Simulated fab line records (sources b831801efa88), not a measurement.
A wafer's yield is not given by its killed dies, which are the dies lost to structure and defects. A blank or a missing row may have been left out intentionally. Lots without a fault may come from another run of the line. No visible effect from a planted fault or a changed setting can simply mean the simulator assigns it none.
fab line records :: flow sky130
record
  lots=13
  wafers=39
  lastDay=51
route steps=708 shown VT_ADJUST_LVTN@117 VT_ADJUST_NCORE@129
lots with no fault: from the same line, run without faults
startH: start of the lot's first displayed wafer, in hours after the record's first day :: waitH: hours elapsed since this lot's preceding step :: " repeats the value in the row above :: L1.1+2: a single row standing in for several wafers :: - no value present, or no start provided :: * or withheld: withheld :: < > ~ a bound
route shown NAME@n: names a module that has steps shown in the file, with the first one's number in the route :: usual: average and standard deviation across the fault-free wafers :: same: alike in all rows :: chamber/n: place in a boat :: sites: the reading at each site :: _std_site: their standard deviation :: _edge_site: mean of outer sites minus mean of inner sites :: radiusMm: for every site, how far away it sits from the centre of the wafer :: mask NAME#n: copy n :: behind: the tool/chamber that last shaped the wafer :: hold: the reason the lot was held/the length of the hold in hours/how it ended :: device: names the non-switching transistor (n, p or np) :: end of line: the tests these same wafers got at the end of their route :: step lacking rows: just its recipe :: killed: dies lost to structure and defects at the first sort, not the wafer's yield :: map: shows each die of a wafer: x if killed, . if not, _ if none is there
set.NAME: the run value of the setting; set.NAME@STEP: its run value at that earlier step :: model.NAME: the simulator's own value behind a step, which no gauge read
one table for each step of the route and one row for each wafer, over a sample of lots
services: a tool's chamber out of use, with start hour (startH, from the record's first day; less than 0 if before it), hours out, and reason
## steps
# step SKY_VT_ADJUST_LVTN_STRIP_20
# recipe
  chemistry=O2/N2
  powerW=1400
  pressureMtorr=1500
  platenTempC=withheld
  o2FlowSccm=3000
  n2FlowSccm=300
  overashFraction=0.5
# usual
  drypumpMotorCurrentA=5.7/0.39
  oesProductAu=0.716/0.0041
  stripTimeToEndpointS=14.16/0.048
lot.wafer: L955.2
tool: plasmaAsher-01
chamber: 1
startH: 168.23
waitH: 0.1
drypumpMotorCurrentA: 5.1
oesProductAu: 0.720
rfHoursCounterH: 51
stripTimeToEndpointS: 14.10

lot.wafer: L955.5
tool: plasmaAsher-01
chamber: 0
startH: 168.23
waitH: 0.1
drypumpMotorCurrentA: 6.0
oesProductAu: 0.717
rfHoursCounterH: -
stripTimeToEndpointS: 14.09

lot.wafer: L955.6
tool: plasmaAsher-01
chamber: 1
startH: 168.23
waitH: 0.1
drypumpMotorCurrentA: 5.1
oesProductAu: 0.716
rfHoursCounterH: -
stripTimeToEndpointS: 14.07

lot.wafer: L957.1
tool: plasmaAsher-02
chamber: 1
startH: 179.36
waitH: 0.1
drypumpMotorCurrentA: 6.1
oesProductAu: 0.721
rfHoursCounterH: 6
stripTimeToEndpointS: 14.12

lot.wafer: L957.5
tool: plasmaAsher-02
chamber: 0
startH: 179.36
waitH: 0.1
drypumpMotorCurrentA: 5.9
oesProductAu: 0.719
rfHoursCounterH: -
stripTimeToEndpointS: 14.10

lot.wafer: L957.6
tool: plasmaAsher-02
chamber: 1
startH: 179.36
waitH: 0.1
drypumpMotorCurrentA: 6.1
oesProductAu: 0.714
rfHoursCounterH: -
stripTimeToEndpointS: 14.10

lot.wafer: L956.1
tool: plasmaAsher-03
chamber: 0
startH: 181.63
waitH: 0.1
drypumpMotorCurrentA: 5.4
oesProductAu: 0.716
rfHoursCounterH: 49
stripTimeToEndpointS: 14.12

lot.wafer: L956.3
tool: plasmaAsher-03
chamber: 1
startH: 181.63
waitH: 0.1
drypumpMotorCurrentA: 5.2
oesProductAu: 0.717
rfHoursCounterH: -
stripTimeToEndpointS: 14.08

lot.wafer: L956.5
tool: plasmaAsher-03
chamber: 1
startH: 181.63
waitH: 0.1
drypumpMotorCurrentA: 5.2
oesProductAu: 0.716
rfHoursCounterH: -
stripTimeToEndpointS: 14.09

lot.wafer: L959.1
tool: plasmaAsher-02
chamber: 0
startH: 197.14
waitH: 0.1
drypumpMotorCurrentA: 6.0
oesProductAu: 0.719
rfHoursCounterH: 8
stripTimeToEndpointS: 14.26

lot.wafer: L959.4
tool: plasmaAsher-02
chamber: 0
startH: 197.14
waitH: 0.1
drypumpMotorCurrentA: 6.0
oesProductAu: 0.715
rfHoursCounterH: -
stripTimeToEndpointS: 14.24

lot.wafer: L959.5
tool: plasmaAsher-02
chamber: 0
startH: 197.14
waitH: 0.1
drypumpMotorCurrentA: 6.0
oesProductAu: 0.720
rfHoursCounterH: -
stripTimeToEndpointS: 14.24

lot.wafer: L961.1
tool: plasmaAsher-01
chamber: 1
startH: 207.03
waitH: 0.1
drypumpMotorCurrentA: 5.2
oesProductAu: 0.712
rfHoursCounterH: 55
stripTimeToEndpointS: 14.13

lot.wafer: L961.3
tool: plasmaAsher-01
chamber: 0
startH: 207.03
waitH: 0.1
drypumpMotorCurrentA: 6.0
oesProductAu: 0.715
rfHoursCounterH: -
stripTimeToEndpointS: 14.12

lot.wafer: L961.4
tool: plasmaAsher-01
chamber: 1
startH: 207.03
waitH: 0.1
drypumpMotorCurrentA: 5.1
oesProductAu: 0.717
rfHoursCounterH: -
stripTimeToEndpointS: 14.11

lot.wafer: L962.1
tool: plasmaAsher-02
chamber: 0
startH: 218.14
waitH: 0.1
drypumpMotorCurrentA: 6.0
oesProductAu: 0.715
rfHoursCounterH: 9
stripTimeToEndpointS: 14.20

lot.wafer: L962.2
tool: plasmaAsher-02
chamber: 1
startH: 218.14
waitH: 0.1
drypumpMotorCurrentA: 6.1
oesProductAu: 0.717
rfHoursCounterH: 9
stripTimeToEndpointS: 14.20

lot.wafer: L962.3
tool: plasmaAsher-02
chamber: 1
startH: 218.14
waitH: 0.1
drypumpMotorCurrentA: 6.1
oesProductAu: 0.712
rfHoursCounterH: -
stripTimeToEndpointS: 14.20

lot.wafer: L963.1
tool: plasmaAsher-03
chamber: 0
startH: 220.21
waitH: 0.1
drypumpMotorCurrentA: 5.4
oesProductAu: 0.714
rfHoursCounterH: 53
stripTimeToEndpointS: 14.14

lot.wafer: L963.2
tool: plasmaAsher-03
chamber: 1
startH: 220.21
waitH: 0.1
drypumpMotorCurrentA: 5.2
oesProductAu: 0.720
rfHoursCounterH: 53
stripTimeToEndpointS: 14.18

lot.wafer: L963.3
tool: plasmaAsher-03
chamber: 0
startH: 220.21
waitH: 0.1
drypumpMotorCurrentA: 5.4
oesProductAu: 0.714
rfHoursCounterH: -
stripTimeToEndpointS: 14.13

lot.wafer: L966.4
tool: plasmaAsher-03
chamber: 0
startH: 243.41
waitH: 0.1
drypumpMotorCurrentA: 5.4
oesProductAu: 0.721
rfHoursCounterH: -
stripTimeToEndpointS: 14.19

lot.wafer: L966.5
tool: plasmaAsher-03
chamber: 0
startH: 243.41
waitH: 0.1
drypumpMotorCurrentA: 5.4
oesProductAu: 0.718
rfHoursCounterH: -
stripTimeToEndpointS: 14.14

lot.wafer: L966.6
tool: plasmaAsher-03
chamber: 1
startH: 243.41
waitH: 0.1
drypumpMotorCurrentA: 5.2
oesProductAu: 0.719
rfHoursCounterH: -
stripTimeToEndpointS: 14.18

lot.wafer: L967.3
tool: plasmaAsher-02
chamber: 0
startH: 250.23
waitH: 0.1
drypumpMotorCurrentA: 6.0
oesProductAu: 0.711
rfHoursCounterH: -
stripTimeToEndpointS: 14.16

lot.wafer: L967.5
tool: plasmaAsher-02
chamber: 1
startH: 250.23
waitH: 0.1
drypumpMotorCurrentA: 6.1
oesProductAu: 0.720
rfHoursCounterH: -
stripTimeToEndpointS: 14.22

lot.wafer: L967.6
tool: plasmaAsher-02
chamber: 0
startH: 250.23
waitH: 0.1
drypumpMotorCurrentA: 6.0
oesProductAu: 0.721
rfHoursCounterH: -
stripTimeToEndpointS: 14.16

lot.wafer: L968.2
tool: plasmaAsher-02
chamber: 1
startH: 256.49
waitH: 0.1
drypumpMotorCurrentA: 6.1
oesProductAu: 0.713
rfHoursCounterH: 13
stripTimeToEndpointS: 14.21

lot.wafer: L968.3
tool: plasmaAsher-02
chamber: 1
startH: 256.49
waitH: 0.1
drypumpMotorCurrentA: 6.1
oesProductAu: 0.719
rfHoursCounterH: -
stripTimeToEndpointS: 14.13

lot.wafer: L968.5
tool: plasmaAsher-02
chamber: 1
startH: 256.49
waitH: 0.1
drypumpMotorCurrentA: 6.1
oesProductAu: 0.726
rfHoursCounterH: -
stripTimeToEndpointS: 14.18

lot.wafer: L969.1
tool: plasmaAsher-02
chamber: 0
startH: 265.34
waitH: 0.1
drypumpMotorCurrentA: 6.0
oesProductAu: 0.926
rfHoursCounterH: 14
stripTimeToEndpointS: -

lot.wafer: L969.4
tool: plasmaAsher-02
chamber: 1
startH: 265.34
waitH: 0.1
drypumpMotorCurrentA: 6.1
oesProductAu: 0.891
rfHoursCounterH: -
stripTimeToEndpointS: -

lot.wafer: L969.5
tool: plasmaAsher-02
chamber: 0
startH: 265.34
waitH: 0.1
drypumpMotorCurrentA: 6.0
oesProductAu: 0.910
rfHoursCounterH: -
stripTimeToEndpointS: -

lot.wafer: L975.2
tool: plasmaAsher-01
chamber: 0
startH: 303.73
waitH: 0.1
drypumpMotorCurrentA: 6.0
oesProductAu: 0.715
rfHoursCounterH: 64
stripTimeToEndpointS: 14.25

lot.wafer: L975.3
tool: plasmaAsher-01
chamber: 0
startH: 303.73
waitH: 0.1
drypumpMotorCurrentA: 6.0
oesProductAu: 0.714
rfHoursCounterH: -
stripTimeToEndpointS: 14.20

lot.wafer: L975.6
tool: plasmaAsher-01
chamber: 1
startH: 303.73
waitH: 0.1
drypumpMotorCurrentA: 5.1
oesProductAu: 0.715
rfHoursCounterH: -
stripTimeToEndpointS: 14.25

lot.wafer: L978.1
tool: plasmaAsher-01
chamber: 1
startH: 325.80
waitH: 0.1
drypumpMotorCurrentA: 5.1
oesProductAu: 0.707
rfHoursCounterH: 67
stripTimeToEndpointS: 14.16

lot.wafer: L978.3
tool: plasmaAsher-01
chamber: 1
startH: 325.80
waitH: 0.1
drypumpMotorCurrentA: 5.1
oesProductAu: 0.720
rfHoursCounterH: -
stripTimeToEndpointS: 14.08

lot.wafer: L978.5
tool: plasmaAsher-01
chamber: 1
startH: 325.80
waitH: 0.1
drypumpMotorCurrentA: 5.1
oesProductAu: 0.714
rfHoursCounterH: -
stripTimeToEndpointS: 14.12
# step SKY_VT_ADJUST_NCORE_STRIP_10
# recipe
  chemistry=O2/N2
  powerW=1400
  pressureMtorr=1500
  platenTempC=withheld
  o2FlowSccm=3000
  n2FlowSccm=300
  overashFraction=0.5
# usual
  drypumpMotorCurrentA=5.7/0.41
  oesProductAu=0.716/0.0049
  stripTimeToEndpointS=14.17/0.051
lot.wafer: L955.2
tool: plasmaAsher-02
chamber: 1
startH: 189.91
waitH: 0.1
drypumpMotorCurrentA: 6.1
oesProductAu: 0.708
rfHoursCounterH: 7
stripTimeToEndpointS: 14.23

lot.wafer: L955.5
tool: plasmaAsher-02
chamber: 1
startH: 189.91
waitH: 0.1
drypumpMotorCurrentA: 6.1
oesProductAu: 0.719
rfHoursCounterH: -
stripTimeToEndpointS: 14.21

lot.wafer: L955.6
tool: plasmaAsher-02
chamber: 0
startH: 189.91
waitH: 0.1
drypumpMotorCurrentA: 6.0
oesProductAu: 0.712
rfHoursCounterH: -
stripTimeToEndpointS: 14.27

lot.wafer: L957.1
tool: plasmaAsher-04
chamber: 1
startH: 201.77
waitH: 0.1
drypumpMotorCurrentA: 6.2
oesProductAu: 0.714
rfHoursCounterH: 37
stripTimeToEndpointS: 14.15

lot.wafer: L957.5
tool: plasmaAsher-04
chamber: 0
startH: 201.77
waitH: 0.1
drypumpMotorCurrentA: 5.2
oesProductAu: 0.717
rfHoursCounterH: -
stripTimeToEndpointS: 14.12

lot.wafer: L957.6
tool: plasmaAsher-04
chamber: 1
startH: 201.77
waitH: 0.1
drypumpMotorCurrentA: 6.1
oesProductAu: 0.707
rfHoursCounterH: -
stripTimeToEndpointS: 14.18

lot.wafer: L956.1
tool: plasmaAsher-03
chamber: 0
startH: 203.52
waitH: 0.1
drypumpMotorCurrentA: 5.5
oesProductAu: 0.714
rfHoursCounterH: 52
stripTimeToEndpointS: 14.17

lot.wafer: L956.3
tool: plasmaAsher-03
chamber: 0
startH: 203.52
waitH: 0.1
drypumpMotorCurrentA: 5.4
oesProductAu: 0.721
rfHoursCounterH: -
stripTimeToEndpointS: 14.22

lot.wafer: L956.5
tool: plasmaAsher-03
chamber: 1
startH: 203.52
waitH: 0.1
drypumpMotorCurrentA: 5.2
oesProductAu: 0.715
rfHoursCounterH: -
stripTimeToEndpointS: 14.20

lot.wafer: L959.1
tool: plasmaAsher-03
chamber: 1
startH: 219.71
waitH: 0.1
drypumpMotorCurrentA: 5.2
oesProductAu: 0.713
rfHoursCounterH: 53
stripTimeToEndpointS: 14.19

lot.wafer: L959.4
tool: plasmaAsher-03
chamber: 0
startH: 219.71
waitH: 0.1
drypumpMotorCurrentA: 5.4
oesProductAu: 0.706
rfHoursCounterH: -
stripTimeToEndpointS: 14.19

lot.wafer: L959.5
tool: plasmaAsher-03
chamber: 1
startH: 219.71
waitH: 0.1
drypumpMotorCurrentA: 5.2
oesProductAu: 0.707
rfHoursCounterH: -
stripTimeToEndpointS: 14.17

lot.wafer: L961.1
tool: plasmaAsher-02
chamber: 1
startH: 231.00
waitH: 0.1
drypumpMotorCurrentA: 6.1
oesProductAu: 0.708
rfHoursCounterH: 11
stripTimeToEndpointS: 14.19

lot.wafer: L961.3
tool: plasmaAsher-02
chamber: 0
startH: 231.00
waitH: 0.1
drypumpMotorCurrentA: 6.0
oesProductAu: 0.712
rfHoursCounterH: -
stripTimeToEndpointS: 14.24

lot.wafer: L961.4
tool: plasmaAsher-02
chamber: 1
startH: 231.00
waitH: 0.1
drypumpMotorCurrentA: 6.1
oesProductAu: 0.708
rfHoursCounterH: -
stripTimeToEndpointS: 14.22

lot.wafer: L962.1
tool: plasmaAsher-03
chamber: 0
startH: 241.64
waitH: 0.1
drypumpMotorCurrentA: 5.4
oesProductAu: 0.721
rfHoursCounterH: 55
stripTimeToEndpointS: 14.10

lot.wafer: L962.2
tool: plasmaAsher-03
chamber: 1
startH: 241.64
waitH: 0.1
drypumpMotorCurrentA: 5.2
oesProductAu: 0.715
rfHoursCounterH: 55
stripTimeToEndpointS: 14.11

lot.wafer: L962.3
tool: plasmaAsher-03
chamber: 1
startH: 241.64
waitH: 0.1
drypumpMotorCurrentA: 5.2
oesProductAu: 0.715
rfHoursCounterH: -
stripTimeToEndpointS: 14.13

lot.wafer: L963.1
tool: plasmaAsher-04
chamber: 1
startH: 243.96
waitH: 0.1
drypumpMotorCurrentA: 6.1
oesProductAu: 0.706
rfHoursCounterH: 41
stripTimeToEndpointS: 14.09

lot.wafer: L963.2
tool: plasmaAsher-04
chamber: 0
startH: 243.96
waitH: 0.1
drypumpMotorCurrentA: 5.3
oesProductAu: 0.716
rfHoursCounterH: 41
stripTimeToEndpointS: 14.09

lot.wafer: L963.3
tool: plasmaAsher-04
chamber: 1
startH: 243.96
waitH: 0.1
drypumpMotorCurrentA: 6.1
oesProductAu: 0.712
rfHoursCounterH: -
stripTimeToEndpointS: 14.13

lot.wafer: L966.4
tool: plasmaAsher-03
chamber: 0
startH: 267.00
waitH: 0.1
drypumpMotorCurrentA: 5.4
oesProductAu: 0.721
rfHoursCounterH: -
stripTimeToEndpointS: 14.15

lot.wafer: L966.5
tool: plasmaAsher-03
chamber: 0
startH: 267.00
waitH: 0.1
drypumpMotorCurrentA: 5.4
oesProductAu: 0.723
rfHoursCounterH: -
stripTimeToEndpointS: 14.15

lot.wafer: L966.6
tool: plasmaAsher-03
chamber: 1
startH: 267.00
waitH: 0.1
drypumpMotorCurrentA: 5.2
oesProductAu: 0.719
rfHoursCounterH: -
stripTimeToEndpointS: 14.19

lot.wafer: L967.3
tool: plasmaAsher-03
chamber: 1
startH: 274.42
waitH: 0.1
drypumpMotorCurrentA: 5.2
oesProductAu: 0.704
rfHoursCounterH: -
stripTimeToEndpointS: 14.15

lot.wafer: L967.5
tool: plasmaAsher-03
chamber: 1
startH: 274.42
waitH: 0.1
drypumpMotorCurrentA: 5.2
oesProductAu: 0.721
rfHoursCounterH: -
stripTimeToEndpointS: 14.13

lot.wafer: L967.6
tool: plasmaAsher-03
chamber: 0
startH: 274.42
waitH: 0.1
drypumpMotorCurrentA: 5.4
oesProductAu: 0.712
rfHoursCounterH: -
stripTimeToEndpointS: 14.16

lot.wafer: L968.2
tool: plasmaAsher-04
chamber: 1
startH: 280.71
waitH: 0.1
drypumpMotorCurrentA: 6.1
oesProductAu: 0.712
rfHoursCounterH: 44
stripTimeToEndpointS: 14.22

lot.wafer: L968.3
tool: plasmaAsher-04
chamber: 1
startH: 280.71
waitH: 0.1
drypumpMotorCurrentA: 6.2
oesProductAu: 0.709
rfHoursCounterH: -
stripTimeToEndpointS: 14.22

lot.wafer: L968.5
tool: plasmaAsher-04
chamber: 0
startH: 280.71
waitH: 0.1
drypumpMotorCurrentA: 5.3
oesProductAu: 0.720
rfHoursCounterH: -
stripTimeToEndpointS: 14.22

lot.wafer: L969.1
tool: plasmaAsher-02
chamber: 0
startH: 290.26
waitH: 0.1
drypumpMotorCurrentA: 5.9
oesProductAu: 0.715
rfHoursCounterH: 16
stripTimeToEndpointS: 25.78

lot.wafer: L969.4
tool: plasmaAsher-02
chamber: 0
startH: 290.26
waitH: 0.1
drypumpMotorCurrentA: 6.0
oesProductAu: 0.713
rfHoursCounterH: -
stripTimeToEndpointS: 25.83

lot.wafer: L969.5
tool: plasmaAsher-02
chamber: 1
startH: 290.26
waitH: 0.1
drypumpMotorCurrentA: 6.1
oesProductAu: 0.722
rfHoursCounterH: -
stripTimeToEndpointS: 25.73

lot.wafer: L975.2
tool: plasmaAsher-04
chamber: 1
startH: 329.96
waitH: 0.1
drypumpMotorCurrentA: 6.1
oesProductAu: 0.705
rfHoursCounterH: 49
stripTimeToEndpointS: 14.26

lot.wafer: L975.3
tool: plasmaAsher-04
chamber: 0
startH: 329.96
waitH: 0.1
drypumpMotorCurrentA: 5.3
oesProductAu: 0.722
rfHoursCounterH: -
stripTimeToEndpointS: 14.26

lot.wafer: L975.6
tool: plasmaAsher-04
chamber: 0
startH: 329.96
waitH: 0.1
drypumpMotorCurrentA: 5.3
oesProductAu: 0.714
rfHoursCounterH: -
stripTimeToEndpointS: 14.24

lot.wafer: L978.1
tool: plasmaAsher-03
chamber: 0
startH: 353.92
waitH: 0.1
drypumpMotorCurrentA: 5.4
oesProductAu: 0.724
rfHoursCounterH: 66
stripTimeToEndpointS: 14.20

lot.wafer: L978.3
tool: plasmaAsher-03
chamber: 1
startH: 353.92
waitH: 0.1
drypumpMotorCurrentA: 5.2
oesProductAu: 0.717
rfHoursCounterH: -
stripTimeToEndpointS: 14.21

lot.wafer: L978.5
tool: plasmaAsher-03
chamber: 0
startH: 353.92
waitH: 0.1
drypumpMotorCurrentA: 5.4
oesProductAu: 0.708
rfHoursCounterH: -
stripTimeToEndpointS: 14.17
# step SKY_VT_ADJUST_NCORE_TW_MEAS_11
# usual
  VT_ADJUST_NCORE_TW=220.4/1.3
lot.wafer: L955.2
tool: filmMetro-02
chamber: -
startH: 190.02
waitH: 0.1
VT_ADJUST_NCORE_TW: 221.1

lot.wafer: L955.5
tool: filmMetro-02
chamber: -
startH: 190.02
waitH: 0.1
VT_ADJUST_NCORE_TW: 222.1

lot.wafer: L955.6
tool: filmMetro-02
chamber: -
startH: 190.02
waitH: 0.1
VT_ADJUST_NCORE_TW: 222.4

lot.wafer: L957.1
tool: filmMetro-03
chamber: -
startH: 201.87
waitH: 0.1
VT_ADJUST_NCORE_TW: 220.9

lot.wafer: L957.5
tool: filmMetro-03
chamber: -
startH: 201.87
waitH: 0.1
VT_ADJUST_NCORE_TW: 221.2

lot.wafer: L957.6
tool: filmMetro-03
chamber: -
startH: 201.87
waitH: 0.1
VT_ADJUST_NCORE_TW: 221.2

lot.wafer: L956.1
tool: filmMetro-03
chamber: -
startH: 203.62
waitH: 0.1
VT_ADJUST_NCORE_TW: 220.4

lot.wafer: L956.3
tool: filmMetro-03
chamber: -
startH: 203.62
waitH: 0.1
VT_ADJUST_NCORE_TW: 220.6

lot.wafer: L956.5
tool: filmMetro-03
chamber: -
startH: 203.62
waitH: 0.1
VT_ADJUST_NCORE_TW: 219.2

lot.wafer: L959.1
tool: filmMetro-02
chamber: -
startH: 219.81
waitH: 0.1
VT_ADJUST_NCORE_TW: 222.6

lot.wafer: L959.4
tool: filmMetro-02
chamber: -
startH: 219.81
waitH: 0.1
VT_ADJUST_NCORE_TW: 223.1

lot.wafer: L959.5
tool: filmMetro-02
chamber: -
startH: 219.81
waitH: 0.1
VT_ADJUST_NCORE_TW: 221.8

lot.wafer: L961.1
tool: filmMetro-02
chamber: -
startH: 231.10
waitH: 0.1
VT_ADJUST_NCORE_TW: 221.7

lot.wafer: L961.3
tool: filmMetro-02
chamber: -
startH: 231.10
waitH: 0.1
VT_ADJUST_NCORE_TW: 221.9

lot.wafer: L961.4
tool: filmMetro-02
chamber: -
startH: 231.10
waitH: 0.1
VT_ADJUST_NCORE_TW: 222.6

lot.wafer: L962.1
tool: filmMetro-03
chamber: -
startH: 241.74
waitH: 0.1
VT_ADJUST_NCORE_TW: 221.3

lot.wafer: L962.2
tool: filmMetro-03
chamber: -
startH: 241.74
waitH: 0.1
VT_ADJUST_NCORE_TW: 220.4

lot.wafer: L962.3
tool: filmMetro-03
chamber: -
startH: 241.74
waitH: 0.1
VT_ADJUST_NCORE_TW: 222.1

lot.wafer: L963.1
tool: filmMetro-02
chamber: -
startH: 244.06
waitH: 0.1
VT_ADJUST_NCORE_TW: 221.6

lot.wafer: L963.2
tool: filmMetro-02
chamber: -
startH: 244.06
waitH: 0.1
VT_ADJUST_NCORE_TW: 221.5

lot.wafer: L963.3
tool: filmMetro-02
chamber: -
startH: 244.06
waitH: 0.1
VT_ADJUST_NCORE_TW: 221.0

lot.wafer: L966.4
tool: filmMetro-04
chamber: -
startH: 267.10
waitH: 0.1
VT_ADJUST_NCORE_TW: 218.9

lot.wafer: L966.5
tool: filmMetro-04
chamber: -
startH: 267.10
waitH: 0.1
VT_ADJUST_NCORE_TW: 219.0

lot.wafer: L966.6
tool: filmMetro-04
chamber: -
startH: 267.10
waitH: 0.1
VT_ADJUST_NCORE_TW: 218.8

lot.wafer: L967.3
tool: filmMetro-04
chamber: -
startH: 274.50
waitH: 0.1
VT_ADJUST_NCORE_TW: 219.3

lot.wafer: L967.5
tool: filmMetro-04
chamber: -
startH: 274.50
waitH: 0.1
VT_ADJUST_NCORE_TW: 218.5

lot.wafer: L967.6
tool: filmMetro-04
chamber: -
startH: 274.50
waitH: 0.1
VT_ADJUST_NCORE_TW: 219.0

lot.wafer: L968.2
tool: filmMetro-02
chamber: -
startH: 280.82
waitH: 0.1
VT_ADJUST_NCORE_TW: 222.1

lot.wafer: L968.3
tool: filmMetro-02
chamber: -
startH: 280.82
waitH: 0.1
VT_ADJUST_NCORE_TW: 221.9

lot.wafer: L968.5
tool: filmMetro-02
chamber: -
startH: 280.82
waitH: 0.1
VT_ADJUST_NCORE_TW: 222.0

lot.wafer: L969.1
tool: filmMetro-03
chamber: -
startH: 290.36
waitH: 0.1
VT_ADJUST_NCORE_TW: 30.2

lot.wafer: L969.4
tool: filmMetro-03
chamber: -
startH: 290.36
waitH: 0.1
VT_ADJUST_NCORE_TW: 30.1

lot.wafer: L969.5
tool: filmMetro-03
chamber: -
startH: 290.36
waitH: 0.1
VT_ADJUST_NCORE_TW: 30.2

lot.wafer: L975.2
tool: filmMetro-02
chamber: -
startH: 330.07
waitH: 0.1
VT_ADJUST_NCORE_TW: 219.1

lot.wafer: L975.3
tool: filmMetro-02
chamber: -
startH: 330.07
waitH: 0.1
VT_ADJUST_NCORE_TW: 221.0

lot.wafer: L975.6
tool: filmMetro-02
chamber: -
startH: 330.07
waitH: 0.1
VT_ADJUST_NCORE_TW: 219.5

lot.wafer: L978.1
tool: filmMetro-03
chamber: -
startH: 354.02
waitH: 0.1
VT_ADJUST_NCORE_TW: 219.8

lot.wafer: L978.3
tool: filmMetro-03
chamber: -
startH: 354.02
waitH: 0.1
VT_ADJUST_NCORE_TW: 219.6

lot.wafer: L978.5
tool: filmMetro-03
chamber: -
startH: 354.02
waitH: 0.1
VT_ADJUST_NCORE_TW: 218.9
## services
tool: plasmaAsher-03
chamber: -
startH: 259.87
hours: 3.2
kind: repair

tool: plasmaAsher-04
chamber: -
startH: 286.27
hours: 1.5
kind: repair

tool: plasmaAsher-03
chamber: -
startH: 310.19
hours: 1.2
kind: repair

tool: plasmaAsher-03
chamber: -
startH: 330.88
hours: 0.3
kind: repair
## key
firstSign
  step=SKY_VT_ADJUST_LVTN_STRIP_20
  reading=oesProductAu
  direction=up
  sigmas=47
  usual=0.716
  struck=0.909
effect
  step=SKY_VT_ADJUST_NCORE_STRIP_10
  reading=stripTimeToEndpointS
  direction=up
  sigmas=99+
  usual=*
  struck=*
effect
  step=SKY_VT_ADJUST_NCORE_TW_MEAS_11
  reading=VT_ADJUST_NCORE_TW
  direction=down
  sigmas=99+
  usual=220.4
  struck=30.2
metAt SKY_VT_ADJUST_LVTN_STRIP_20
struckLots L969
sortLeftOut L969.1,L969.4,L969.5
testerLeftOut L969
onsetBetween 256.49 265.34
fault
  kind=stripAborted
  tool=plasmaAsher-02
  chamber=-
  onsetH=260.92
  steps=SKY_VT_ADJUST_LVTN_STRIP_20
  offset=0.90251
  endH=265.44
# testerLeftOut: of these lots the tester's yield and bins aren't shown, on N5 and GAA mostly nor the transistor test; their killed dies are dies lost to structure and defects alone, not to doping, threshold or leakage, so they don't give the yield
# sortLeftOut: the simulated sort isn't trusted on such a fault, so these wafers' sort isn't shown, and their yield isn't known
